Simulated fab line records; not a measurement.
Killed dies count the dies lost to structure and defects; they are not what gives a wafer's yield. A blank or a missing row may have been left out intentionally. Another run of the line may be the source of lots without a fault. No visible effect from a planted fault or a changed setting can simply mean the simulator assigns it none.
A single fault, viewed from 2 desks    flow gf180mcu    every desk sees just its own numbers, and what lay behind them comes last

== AT THE TOOL OWNER'S DESK: pecvd-02 ==
The tool's own readings at GF_V4_CVD_02 (deposits SiO2 from TEOS, target thk 850 nm, time 94.851 s): means of the sampled wafers that have a number, for each lot that ran on this tool. If a lot's mean is further than 4 standard deviations from the usual mean, the lot is out of limits and carries the mark OUT (the distance appears in the brackets).
Columns: A = heater-power-w at GF_V4_CVD_02, usual 681 W
lot   first seen here  A
L479  day 23 20:05     842
L482  day 25 04:44     639
L485  day 25 20:34     649
L493  day 28 08:33     732
L497  day 29 18:46     769
This desk found nothing out of limits on any of the 5 lots.

== METROLOGY DESK ==
Lot by lot, what the gauges showed, no matter which tool ran the lot: averages of those sampled wafers that carry a number. If a lot's mean is further than 4 standard deviations from the usual mean, the lot is out of limits and carries the mark OUT (the distance appears in the brackets).
Columns: A = V4_CVD_02_THK at GF_V4_THK_MEAS_03, usual 848 nm
lot   first seen here  A
L479  day 23 20:10     853
L480  day 24 04:44     839
L481  day 24 18:26     856
L482  day 25 04:48     839
L485  day 25 20:40     844
L487  day 26 12:26     857
L490  day 27 13:50     868
L493  day 28 08:38     769 (-6.1) OUT
L494  day 28 19:40     838
L497  day 29 18:50     765 (-6.4) OUT
L500  day 30 08:40     839
This desk finds L493, L497 out of limits, with the earliest case on L493 at day 28 08:38 (V4_CVD_02_THK at GF_V4_THK_MEAS_03). L479, L480, L481, L482, L485, L487, L490, L494, L500: within limits.

== BROUGHT TOGETHER ==
L493, L497 would have let the metrology desk raise an alarm at day 28 08:38.
The tool owner's desk saw nothing out of limits.
The tool owner's desk has L493, L497 on record, within its limits.
On pecvd-02, each named lot ran GF_V4_CVD_02.

== WHAT HAD BEEN PUT IN BY THE SIMULATOR ==
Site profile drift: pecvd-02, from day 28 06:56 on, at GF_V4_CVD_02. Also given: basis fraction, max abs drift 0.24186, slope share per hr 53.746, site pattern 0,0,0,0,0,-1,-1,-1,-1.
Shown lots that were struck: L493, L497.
Time in hours between the start of the fault and the first out-of-limits reading at each desk: metrology desk, 2.
